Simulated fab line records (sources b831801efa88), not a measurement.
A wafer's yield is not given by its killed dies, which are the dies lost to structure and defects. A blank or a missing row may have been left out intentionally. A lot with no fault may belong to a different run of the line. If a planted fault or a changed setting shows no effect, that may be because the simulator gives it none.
Problem report, 8D (eight disciplines) form, completed by code || flow sky130 || the parts of the form that need people (team, actions taken, sign-off) are left out

== 1. WHAT IS WRONG ==
Wafers without a fault read 20.98 C, standard deviation 0.1; developer_temp_C at SKY_LOCAL_INTERCONNECT_DEVELOP_10 reads a mean of 21.84 C on 6 wafers belonging to 2 lots. That is +8.6 standard deviations from the usual mean.
The step: develop time 60 s.
Seen first at day 34 14:00 on litho_track-03, wafer L211.3. The record holds 42 wafers of 14 lots with a number at this step. The rule behind "out" and "out of limits": a value lying over 4 standard deviations away from the usual mean. The rest of the wafers with a number are treated as sound.

== 2. WHAT IT IS, AND WHAT IT ISN'T ==
{"question": "which readings at this step", "is": "developer_temp_C", "is not": "-"}
{"question": "which lots", "is": "L211, L212", "is not": "L199, L200, L201, L202, L203, L204, L213, L216, L217, L220, L221, L222"}
{"question": "which wafers of those lots", "is": "all that have a number", "is not": "-"}
{"question": "read on which tools", "is": "litho_track-03", "is not": "litho_track-01, litho_track-02"}
{"question": "when", "is": "from day 34 14:00", "is not": "up to then (18 sound wafers); but 18 sound wafers of L213, L216, L217, L220, L221, L222 came after"}

== 3. WHAT RULES OUT EACH SUSPECT ==
Counting: a tool at a process step up to the reading stays a suspect if it ran every lot that is out and no sound lot after the first of them.
- litho_track-03 at SKY_LOCAL_INTERCONNECT_DEVELOP_10 (develop time 60 s): ruled out as a lasting fault. After its first lot that is out, L211 (day 34 14:00), sound lots L222 ran on it.
Left after counting: nothing in the record.

== 4. THE CAUSE (what the simulator had put in) ==
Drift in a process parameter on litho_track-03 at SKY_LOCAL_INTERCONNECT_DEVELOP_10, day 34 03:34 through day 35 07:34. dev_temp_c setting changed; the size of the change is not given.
Counting ruled it out, wrongly.

== 5. SEQUENCE OF EFFECTS, ordered by route ==
One row per reading whose mean, taken over the struck wafers that have a number, lies over 3 standard deviations from the usual. Readings are gone through only where the record gives a usual standard deviation; hours: the median, over the lots, of the time from a lot's start at the first step in this table giving one to that lot's start at this step; sigmas: the change measured in usual standard deviations.
{"hours": 0, "step": "SKY_LOCAL_INTERCONNECT_DEVELOP_10", "reading": "developer_temp_C", "usual": "20.98 C", "on struck wafers": 21.84, "change": "+0.86", "sigmas": "+8.6"}
Its process steps:
- SKY_LOCAL_INTERCONNECT_DEVELOP_10: develop time 60 s.

== 6. WHAT WOULD HAVE CAUGHT IT SOONER ==
The fault began at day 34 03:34; the first out-of-limits reading in this record came at day 34 14:00, 10 hours later.
